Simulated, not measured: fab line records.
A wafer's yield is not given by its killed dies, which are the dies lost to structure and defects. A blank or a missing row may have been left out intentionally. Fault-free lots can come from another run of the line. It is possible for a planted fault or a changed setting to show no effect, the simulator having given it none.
fab line records	flow sky130	part 1 of 2: steps 1 to 32 of 45
record lots=5	wafers=15	lastDay=50
route steps=708 shown SONOS_ONO@177 GATE_OXIDE@187 POLY_GATE@204 RES_PROTECT@206
lots that met no fault: taken from a fault-free run of the same line
startH: start of the lot's first displayed wafer, in hours after the record's first day	waitH: how many hours have passed since the lot's step before this one	" identical to the entry in the row above	L1.1+2: one row covering several wafers at once	- no value, or no start given	* or withheld: withheld	< > ~ a bound
route shown NAME@n: NAME is a module with steps in the file, n the number in the route of the first one	usual: the fault-free wafers' mean and standard deviation	same: alike in all rows	chamber/n: place in a boat	sites: the reading at each site	_std_site: the standard deviation of these	_edge_site: outer sites' mean less inner sites'	radiusMm: how far each site lies from the wafer's centre	mask NAME#n: copy n	behind: tool/chamber where the wafer was last shaped	hold: why the lot went on hold/how many hours it stayed there/how the hold came to an end	device: the n, p or np transistor that did not switch	end of line: the route-end tests of the same wafers	a step given without rows: its recipe and nothing more	killed: the dies lost at the first sort to structure and to defects; this is not the yield of the wafer	map: a wafer's dies, x killed, . not, _ none there
set.NAME: the run value of the setting; set.NAME@STEP: its run value at that earlier step	model.NAME: the simulator's own value behind a step, which no gauge read
lots at selected steps of the route; one table per step, one row per wafer
services: the hour from which a tool's chamber was out of use, counted from the record's first day as startH (under 0 if before that day), plus the number of hours and why
## steps
# step SKY_SONOS_ONO_SOFTBAKE_09
# recipe tempC=90	timeS=60	resist=NOVOLAK
lot.wafer	tool	chamber	startH	waitH
L074.2+4+5	lithoTrack-02	0	271.20	0.1
L076.1+5+6	lithoTrack-02	0	290.88	0.1
L080.1+2+5	lithoTrack-04	0	319.25	0.1
L082.3+5+6	lithoTrack-04	0	360.15	0.1
L097.2+3+6	lithoTrack-04	0	462.62	0.1
# step SKY_SONOS_ONO_EXPOSE_10
# recipe maskId=ONOM	targetCdNm=410	na=0.6	sourceShape=conventional	sigmaOuter=0.6	doseMj=150
lot.wafer	tool	chamber	startH	waitH	mask
L074.2+4+5	ilineStepper-02	0	-	-	ONOM#0
L076.1+5+6	ilineStepper-01	0	-	-	ONOM#0
L080.1+2+5	ilineStepper-02	0	-	-	ONOM#0
L082.3+5+6	ilineStepper-01	0	-	-	ONOM#0
L097.2+3+6	ilineStepper-01	0	-	-	ONOM#0
# step SKY_SONOS_ONO_PEB_11
# recipe tempC=withheld	timeS=*	resist=NOVOLAK
lot.wafer	tool	chamber	startH	waitH
L074.2+4+5	lithoTrack-01	0	-	-
L076.1+5+6	lithoTrack-04	0	-	-
L080.1+2+5	lithoTrack-04	0	-	-
L082.3+5+6	lithoTrack-01	0	-	-
L097.2+3+6	lithoTrack-04	0	-	-
# step SKY_SONOS_ONO_DEVELOP_12
# recipe developTimeS=60	devTempC=23
lot.wafer	tool	chamber	startH	waitH
L074.2+4+5	lithoTrack-01	0	284.37	0.1
L076.1+5+6	lithoTrack-04	0	303.90	0.1
L080.1+2+5	lithoTrack-04	0	332.90	0.1
L082.3+5+6	lithoTrack-01	0	374.30	0.1
L097.2+3+6	lithoTrack-04	0	477.27	0.1
# step SKY_SONOS_ONO_CD_MEAS_13
# recipe targetCdNm=410
# usual cdNm=410/3.1
lot.wafer	tool	chamber	startH	waitH	cdNm
L074.2	cdSem-02	-	284.52	0.1	409
L074.4	"	-	"	"	411
L074.5	"	-	"	"	410
L076.1	cdSem-02	-	304.05	0.1	413
L076.5	"	-	"	"	417
L076.6	"	-	"	"	415
L080.1	cdSem-01	-	333.05	0.1	410
L080.2	"	-	"	"	407
L080.5	"	-	"	"	405
L082.3	cdSem-01	-	374.44	0.1	407
L082.5	"	-	"	"	409
L082.6	"	-	"	"	411
L097.2	cdSem-02	-	477.42	0.1	408
L097.3	"	-	"	"	408
L097.6	"	-	"	"	410
# step SKY_SONOS_ONO_OVL_MEAS_14
# usual SONOS_ONO_OVL=-0.2/1.4
lot.wafer	tool	chamber	startH	waitH	SONOS_ONO_OVL[nm]
L074.2	overlay-02	-	284.62	0.1	0.0
L074.4	"	-	"	"	-1.4
L074.5	"	-	"	"	1.0
L076.1	overlay-01	-	304.17	0.1	0.6
L076.5	"	-	"	"	-0.1
L076.6	"	-	"	"	0.0
L080.1	overlay-02	-	333.17	0.1	2.4
L080.2	"	-	"	"	0.6
L080.5	"	-	"	"	1.4
L082.3	overlay-01	-	374.53	0.1	-0.5
L082.5	"	-	"	"	0.2
L082.6	"	-	"	"	1.1
L097.2	overlay-01	-	477.53	0.1	-1.3
L097.3	"	-	"	"	-0.9
L097.6	"	-	"	"	-0.8
# step SKY_SONOS_ONO_ETCH_15
# recipe targetDepthNm=19.52	chemistry=CHF3/O2	sourceW=600	biasW=200	pressureMtorr=40	chf3FlowSccm=50	O2_flow_sccm=5	timeS=7.8
# usual drypumpMotorCurrentA=5.9/0.57	oesProductAu=0.999/0.01	throttleValvePct=8.824/0.0095
lot.wafer	tool	chamber	startH	waitH	drypumpMotorCurrentA	oesProductAu	rfHoursCounterH	throttleValvePct
L074.2	rieDiel-01	2	284.65	0.0	6.4	0.989	2	8.816
L074.4	"	0	"	"	6.7	0.991	40	8.838
L074.5	"	3	"	"	5.9	0.999	-	8.817
L076.1	rieDiel-01	2	304.21	0.0	6.4	0.992	2	8.826
L076.5	"	0	"	"	6.7	0.997	-	8.822
L076.6	"	3	"	"	6.0	1.009	-	8.823
L080.1	rieDiel-02	3	333.21	0.0	5.5	0.989	3	8.820
L080.2	"	1	"	"	4.9	0.977	64	8.850
L080.5	"	0	"	"	5.0	0.986	-	8.826
L082.3	rieDiel-01	3	374.55	0.0	5.9	1.000	1	8.825
L082.5	"	2	"	"	6.3	0.998	-	8.821
L082.6	"	3	"	"	5.9	1.008	-	8.823
L097.2	rieDiel-01	3	477.56	0.0	5.9	1.009	3	8.831
L097.3	"	1	"	"	5.8	1.017	14	8.838
L097.6	"	3	"	"	6.0	1.008	-	8.812
# step SKY_SONOS_ONO_WET_ETCH_16
# recipe chemistry=dHF	targetDepthNm=14	dry=n2Spin	target=SiO2	dilution=100:1	tempC=25	timeS=280
lot.wafer	tool	chamber	startH	waitH
L074.2+4+5	wetBench-03	3	284.67	0.0
L076.1+5+6	wetBench-01	0	304.23	0.0
L080.1+2+5	wetBench-02	1	333.23	0.0
L082.3+5+6	wetBench-02	1	374.57	0.0
L097.2+3+6	wetBench-03	3	477.58	0.0
# step SKY_SONOS_ONO_STRIP_17
# recipe chemistry=O2/N2	powerW=1400	pressureMtorr=1500	platenTempC=withheld	o2FlowSccm=3000	n2FlowSccm=300	overashFraction=0.5
# usual drypumpMotorCurrentA=5.9/0.52	o2FlowSccm=3000/9.4	oesProductAu=0.710/0.0043	stripTimeToEndpointS=14.13/0.046
lot.wafer	tool	chamber	startH	waitH	drypumpMotorCurrentA	o2FlowSccm	oesProductAu	rfHoursCounterH	stripTimeToEndpointS
L074.2	plasmaAsher-02	1	284.76	0.0	6.6	3016	0.712	17	14.02
L074.4	"	0	"	"	5.1	2998	0.711	-	14.09
L074.5	"	1	"	"	6.6	3005	0.714	-	14.11
L076.1	plasmaAsher-02	1	304.31	0.0	6.6	2991	0.722	19	14.08
L076.5	"	1	"	"	6.6	2995	0.710	-	14.14
L076.6	"	0	"	"	5.1	2991	0.708	-	14.09
L080.1	plasmaAsher-03	0	333.31	0.0	6.1	3019	0.712	66	14.14
L080.2	"	1	"	"	5.7	3000	0.705	66	14.15
L080.5	"	1	"	"	5.7	2996	0.711	-	14.16
L082.3	plasmaAsher-02	1	374.69	0.0	6.7	3026	0.714	-	14.20
L082.5	"	1	"	"	6.6	3013	0.713	-	14.15
L082.6	"	0	"	"	5.1	2984	0.721	-	14.22
L097.2	plasmaAsher-03	1	477.66	0.0	5.8	2993	0.715	80	14.10
L097.3	"	1	"	"	5.7	2996	0.705	-	14.09
L097.6	"	0	"	"	6.1	2993	0.709	-	14.13
# step SKY_SONOS_ONO_WET_ETCH_18
# recipe chemistry=H3PO4	targetDepthNm=15	target=Si3N4	tempC=160	timeS=172
lot.wafer	tool	chamber	startH	waitH
L074.2+4+5	wetBench-02	1	284.86	0.1
L076.1+5+6	wetBench-02	3	304.41	0.1
L080.1+2+5	wetBench-03	3	333.41	0.1
L082.3+5+6	wetBench-01	0	374.76	0.0
L097.2+3+6	wetBench-03	3	477.76	0.1
# step SKY_GATE_OXIDE_CLEAN_00
# recipe chemistry=SC1/SC2	mix=1:4:20	tempC=70	timeS=150	dry=n2Spin
lot.wafer	tool	chamber	startH	waitH
L074.2+4+5	wetBench-01	1	284.92	0.0
L076.1+5+6	wetBench-03	0	304.47	0.0
L080.1+2+5	wetBench-01	2	333.47	0.0
L082.3+5+6	wetBench-02	0	374.82	0.0
L097.2+3+6	wetBench-01	2	477.82	0.0
# step SKY_GATE_OXIDE_OXIDATION_01
# recipe tempC=900	ambient=O2	stabiliseS=600	purgeS=300	targetThkA=102.68	oxTimeS=1473
# usual spikeTcCentreC=901.8/1.4	zonePowerTopPct=34.3/2.3
lot.wafer	tool	chamber	startH	waitH	spikeTcCentreC	zonePowerTopPct
L074.2	furnace-01	0	284.97	0.0	902.2	32.3
L074.4	"	0	"	"	901.3	31.8
L074.5	"	0	"	"	901.0	32.7
L076.1	furnace-02	0	304.52	0.0	902.5	36.2
L076.5	"	0	"	"	901.6	36.4
L076.6	"	0	"	"	904.7	36.7
L080.1	furnace-01	0	333.66	0.1	899.6	32.2
L080.2	"	0	"	"	902.2	32.3
L080.5	"	0	"	"	902.6	32.4
L082.3	furnace-02	0	375.76	0.9	902.8	37.4
L082.5	"	0	"	"	903.0	36.6
L082.6	"	0	"	"	902.3	36.7
L097.2	furnace-02	0	477.88	0.0	902.3	36.9
L097.3	"	0	"	"	902.3	36.6
L097.6	"	0	"	"	902.6	36.5
# step SKY_GATE_OXIDE_THK_MEAS_02
# recipe reads=SiO2_of_GATE_OXIDE_OXIDATION_01
# usual GATE_OXIDE_OXIDATION_00_THK=10.26/0.22
lot.wafer	tool	chamber	startH	waitH	GATE_OXIDE_OXIDATION_00_THK[nm]
L074.2	filmMetro-03	-	286.39	0.0	10.51
L074.4	"	-	"	"	10.66
L074.5	"	-	"	"	10.50
L076.1	filmMetro-03	-	305.93	0.0	10.30
L076.5	"	-	"	"	10.23
L076.6	"	-	"	"	10.25
L080.1	filmMetro-03	-	335.07	0.0	10.03
L080.2	"	-	"	"	10.07
L080.5	"	-	"	"	10.07
L082.3	filmMetro-04	-	377.19	0.0	10.62
L082.5	"	-	"	"	10.76
L082.6	"	-	"	"	10.56
L097.2	filmMetro-03	-	479.30	0.0	10.35
L097.3	"	-	"	"	10.38
L097.6	"	-	"	"	10.20
# step SKY_GATE_OXIDE_DEHYDRATE_03
# recipe tempC=200	timeS=60
lot.wafer	tool	chamber	startH	waitH
L074.2+4+5	lithoTrack-01	0	298.57	12.2
L076.1+5+6	lithoTrack-03	0	318.82	12.9
L080.1+2+5	lithoTrack-03	0	348.57	13.5
L082.3+5+6	lithoTrack-01	0	391.30	14.1
L097.2+3+6	lithoTrack-02	0	495.35	16.0
# step SKY_GATE_OXIDE_HMDS_04
# recipe primeTimeS=60	primeTempC=120
lot.wafer	tool	chamber	startH	waitH
L074.2+4+5	lithoTrack-01	0	298.72	0.1
L076.1+5+6	lithoTrack-03	0	318.97	0.1
L080.1+2+5	lithoTrack-03	0	348.72	0.1
L082.3+5+6	lithoTrack-01	0	391.45	0.1
L097.2+3+6	lithoTrack-02	0	495.50	0.1
# step SKY_GATE_OXIDE_COAT_05
# recipe resist=NOVOLAK	spinRpm=3000	resistThkNm=1140
lot.wafer	tool	chamber	startH	waitH
L074.2+4+5	lithoTrack-01	0	298.87	0.1
L076.1+5+6	lithoTrack-03	0	319.12	0.1
L080.1+2+5	lithoTrack-03	0	348.87	0.1
L082.3+5+6	lithoTrack-01	0	391.60	0.1
L097.2+3+6	lithoTrack-02	0	495.65	0.1
# step SKY_GATE_OXIDE_SOFTBAKE_06
# recipe tempC=90	timeS=60	resist=NOVOLAK
lot.wafer	tool	chamber	startH	waitH
L074.2+4+5	lithoTrack-01	0	299.02	0.1
L076.1+5+6	lithoTrack-03	0	319.27	0.1
L080.1+2+5	lithoTrack-03	0	349.02	0.1
L082.3+5+6	lithoTrack-01	0	391.75	0.1
L097.2+3+6	lithoTrack-02	0	495.80	0.1
# step SKY_GATE_OXIDE_EXPOSE_07
# recipe maskId=LVOM	na=0.6	sourceShape=conventional	sigmaOuter=0.6	polarization=unpolarized	targetCdNm=600	doseMj=170
lot.wafer	tool	chamber	startH	waitH	mask
L074.2+4+5	ilineStepper-01	0	-	-	LVOM#0
L076.1+5+6	ilineStepper-01	0	-	-	LVOM#0
L080.1+2+5	ilineStepper-02	0	-	-	LVOM#0
L082.3+5+6	ilineStepper-02	0	-	-	LVOM#0
L097.2+3+6	ilineStepper-01	0	-	-	LVOM#0
# step SKY_GATE_OXIDE_PEB_08
# recipe tempC=withheld	timeS=*	resist=NOVOLAK
lot.wafer	tool	chamber	startH	waitH
L074.2+4+5	lithoTrack-02	0	-	-
L076.1+5+6	lithoTrack-03	0	-	-
L080.1+2+5	lithoTrack-01	0	-	-
L082.3+5+6	lithoTrack-01	0	-	-
L097.2+3+6	lithoTrack-02	0	-	-
# step SKY_GATE_OXIDE_DEVELOP_09
# recipe resist=NOVOLAK	developer=TMAH	developTimeS=60	devTempC=23
lot.wafer	tool	chamber	startH	waitH
L074.2+4+5	lithoTrack-02	0	313.10	0.1
L076.1+5+6	lithoTrack-03	0	333.17	0.1
L080.1+2+5	lithoTrack-01	0	363.20	0.1
L082.3+5+6	lithoTrack-01	0	407.10	0.1
L097.2+3+6	lithoTrack-02	0	511.40	0.1
# step SKY_GATE_OXIDE_OVL_MEAS_10
# usual GATE_OXIDE_OVL=-0.6/1.3
lot.wafer	tool	chamber	startH	waitH	GATE_OXIDE_OVL[nm]
L074.2	overlay-02	-	313.24	0.1	-1.2
L074.4	"	-	"	"	0.3
L074.5	"	-	"	"	0.5
L076.1	overlay-02	-	333.32	0.1	1.0
L076.5	"	-	"	"	-0.9
L076.6	"	-	"	"	-0.6
L080.1	overlay-01	-	363.35	0.1	-0.2
L080.2	"	-	"	"	1.3
L080.5	"	-	"	"	-0.2
L082.3	overlay-01	-	407.21	0.1	-1.2
L082.5	"	-	"	"	-1.3
L082.6	"	-	"	"	-0.2
L097.2	overlay-01	-	511.53	0.1	-0.8
L097.3	"	-	"	"	-0.8
L097.6	"	-	"	"	-0.7
# step SKY_GATE_OXIDE_IMPLANT_11
# recipe species=B	energyKev=10	doseCm2=2.6e+12	tiltDeg=withheld
lot.wafer	tool	chamber	startH	waitH
L074.2+4+5	implanter-04	0	313.29	0.0
L076.1+5+6	implanter-04	0	333.36	0.0
L080.1+2+5	implanter-04	0	363.38	0.0
L082.3+5+6	implanter-04	0	407.28	0.1
L097.2+3+6	implanter-01	0	511.73	0.2
# step SKY_GATE_OXIDE_WET_ETCH_12
# recipe chemistry=dHF	targetDepthNm=16.8	dry=n2Spin	target=SiO2	dilution=100:1	tempC=25	timeS=336
lot.wafer	tool	chamber	startH	waitH
L074.2+4+5	wetBench-03	0	313.42	0.1
L076.1+5+6	wetBench-02	3	333.51	0.1
L080.1+2+5	wetBench-02	0	363.53	0.1
L082.3+5+6	wetBench-03	0	407.38	0.1
L097.2+3+6	wetBench-03	0	511.86	0.1
# step SKY_GATE_OXIDE_STRIP_13
# recipe chemistry=O2/N2	powerW=1400	pressureMtorr=1500	platenTempC=withheld	o2FlowSccm=3000	n2FlowSccm=300	overashFraction=0.5
# usual drypumpMotorCurrentA=6.1/0.33	o2FlowSccm=2999/9.5	oesProductAu=0.715/0.0049	stripTimeToEndpointS=14.21/0.045
lot.wafer	tool	chamber	startH	waitH	drypumpMotorCurrentA	o2FlowSccm	oesProductAu	rfHoursCounterH	stripTimeToEndpointS
L074.2	plasmaAsher-01	0	313.52	0.0	6.5	2992	0.706	57	14.29
L074.4	"	1	"	"	5.7	3012	0.724	-	14.29
L074.5	"	1	"	"	5.7	3013	0.720	-	14.29
L076.1	plasmaAsher-01	1	333.61	0.0	5.7	3015	0.712	60	14.19
L076.5	"	0	"	"	6.5	3008	0.712	-	14.14
L076.6	"	1	"	"	5.7	2999	0.712	-	14.17
L080.1	plasmaAsher-01	1	363.63	0.0	5.7	3013	0.711	62	14.23
L080.2	"	0	"	"	6.5	2993	0.715	62	14.18
L080.5	"	1	"	"	5.7	3018	0.717	-	14.24
L082.3	plasmaAsher-04	0	407.52	0.0	6.5	2994	0.719	-	14.29
L082.5	"	1	"	"	6.0	3002	0.722	-	14.27
L082.6	"	0	"	"	6.5	2993	0.710	-	14.27
L097.2	plasmaAsher-01	1	511.96	0.0	5.7	2987	0.714	8	14.16
L097.3	"	1	"	"	5.7	2994	0.712	-	14.16
L097.6	"	1	"	"	5.7	2994	0.707	-	14.17
# step SKY_GATE_OXIDE_TW_MEAS_14
# usual GATE_OXIDE_TW=224.8/1
lot.wafer	tool	chamber	startH	waitH	GATE_OXIDE_TW
L074.2	filmMetro-03	-	313.63	0.1	225.2
L074.4	"	-	"	"	225.7
L074.5	"	-	"	"	225.5
L076.1	filmMetro-01	-	333.71	0.1	223.6
L076.5	"	-	"	"	223.6
L076.6	"	-	"	"	222.8
L080.1	filmMetro-03	-	363.73	0.1	223.9
L080.2	"	-	"	"	224.1
L080.5	"	-	"	"	224.1
L082.3	filmMetro-04	-	407.60	0.1	224.6
L082.5	"	-	"	"	225.7
L082.6	"	-	"	"	224.7
L097.2	filmMetro-04	-	512.07	0.1	225.2
L097.3	"	-	"	"	225.4
L097.6	"	-	"	"	224.5
# step SKY_GATE_OXIDE_CLEAN_15
# recipe chemistry=SC1/SC2	mix=1:4:20	tempC=70	timeS=150	dry=n2Spin
lot.wafer	tool	chamber	startH	waitH
L074.2+4+5	wetBench-01	3	313.68	0.0
L076.1+5+6	wetBench-03	2	333.77	0.1
L080.1+2+5	wetBench-03	0	363.79	0.1
L082.3+5+6	wetBench-02	2	407.64	0.0
L097.2+3+6	wetBench-01	1	512.12	0.0
# step SKY_GATE_OXIDE_OXIDATION_16
# recipe tempC=800	ambient=O2	idleTempC=700	rampUpCPerMin=10	rampDownCPerMin=3	stabiliseS=600	purgeS=300	targetThkA=35.7	oxTimeS=1915
# usual rampDownCPerMin=3.0000/0.00053	spikeTcCentreC=801.8/1.1	zonePowerTopPct=28.1/1.8
lot.wafer	tool	chamber	startH	waitH	rampDownCPerMin	spikeTcCentreC	zonePowerTopPct
L074.2	furnace-01	0	314.94	1.2	2.9999	800.5	26.7
L074.4	"	0	"	"	3.0000	801.4	26.8
L074.5	"	0	"	"	2.9995	802.4	26.6
L076.1	furnace-02	0	334.04	0.2	2.9996	805.0	31.4
L076.5	"	0	"	"	2.9998	802.4	30.5
L076.6	"	0	"	"	2.9998	801.5	30.8
L080.1	furnace-01	0	365.37	1.5	2.9995	799.5	26.8
L080.2	"	0	"	"	3.0003	802.4	26.2
L080.5	"	0	"	"	2.9999	800.9	26.8
L082.3	furnace-02	0	407.69	0.0	3.0002	804.2	30.4
L082.5	"	0	"	"	2.9998	803.1	31.0
L082.6	"	0	"	"	3.0003	805.3	30.3
L097.2	furnace-01	0	512.86	0.7	2.9996	800.7	26.6
L097.3	"	0	"	"	3.0000	801.0	26.2
L097.6	"	0	"	"	3.0004	800.9	26.6
# step SKY_POLY_GATE_CVD_00
# recipe material=poly-Si	targetThkNm=180	tempC=620	timeS=720	pressureMtorr=200
# usual spikeTcCentreC=619.9/1.4	zonePowerTopPct=18.9/1.3
lot.wafer	tool	chamber	startH	waitH	spikeTcCentreC	zonePowerTopPct
L074.2	lpcvd-01	0	316.47	0.0	618.4	18.1
L074.4	"	0	"	"	618.6	17.9
L074.5	"	0	"	"	619.8	17.5
L076.1	lpcvd-01	1	335.57	0.0	621.3	20.5
L076.5	"	1	"	"	619.6	20.3
L076.6	"	1	"	"	619.5	20.6
L080.1	lpcvd-01	0	366.90	0.0	619.8	17.8
L080.2	"	0	"	"	620.3	17.9
L080.5	"	0	"	"	620.3	17.9
L082.3	lpcvd-01	0	409.23	0.0	618.6	17.9
L082.5	"	0	"	"	618.8	17.9
L082.6	"	0	"	"	618.3	17.8
L097.2	lpcvd-01	1	514.39	0.0	619.8	20.4
L097.3	"	1	"	"	623.0	20.1
L097.6	"	1	"	"	621.9	20.2
# step SKY_POLY_GATE_THK_MEAS_01
# recipe reads=poly-Si_of_POLY_GATE_CVD_00
# usual POLY_GATE_CVD_00_THK=179.6/1.5
lot.wafer	tool	chamber	startH	waitH	POLY_GATE_CVD_00_THK[nm]
L074.2	filmMetro-02	-	318.28	0.0	177.2
L074.4	"	-	"	"	177.9
L074.5	"	-	"	"	178.0
L076.1	filmMetro-01	-	336.77	0.0	178.4
L076.5	"	-	"	"	178.6
L076.6	"	-	"	"	176.5
L080.1	filmMetro-02	-	368.10	0.0	176.7
L080.2	"	-	"	"	177.6
L080.5	"	-	"	"	177.3
L082.3	filmMetro-02	-	410.45	0.0	177.7
L082.5	"	-	"	"	178.3
L082.6	"	-	"	"	178.0
L097.2	filmMetro-01	-	515.60	0.0	179.8
L097.3	"	-	"	"	179.0
L097.6	"	-	"	"	182.0
# step SKY_RES_PROTECT_DEHYDRATE_00
# recipe tempC=200	timeS=60
lot.wafer	tool	chamber	startH	waitH
L074.2+4+5	lithoTrack-01	0	331.12	12.8
L076.1+5+6	lithoTrack-01	0	350.35	13.6
L080.1+2+5	lithoTrack-04	0	381.85	13.7
L082.3+5+6	lithoTrack-01	0	425.50	15.0
L097.2+3+6	lithoTrack-04	0	531.32	15.7
# step SKY_RES_PROTECT_HMDS_01
# recipe primeTimeS=60	primeTempC=120
lot.wafer	tool	chamber	startH	waitH
L074.2+4+5	lithoTrack-01	0	331.27	0.1
L076.1+5+6	lithoTrack-01	0	350.50	0.1
L080.1+2+5	lithoTrack-04	0	382.00	0.1
L082.3+5+6	lithoTrack-01	0	425.65	0.1
L097.2+3+6	lithoTrack-04	0	531.47	0.1
# step SKY_RES_PROTECT_COAT_02
# recipe resist=NOVOLAK	spinRpm=3000	resistThkNm=1140
lot.wafer	tool	chamber	startH	waitH
L074.2+4+5	lithoTrack-01	0	331.42	0.1
L076.1+5+6	lithoTrack-01	0	350.65	0.1
L080.1+2+5	lithoTrack-04	0	382.15	0.1
L082.3+5+6	lithoTrack-01	0	425.80	0.1
L097.2+3+6	lithoTrack-04	0	531.62	0.1
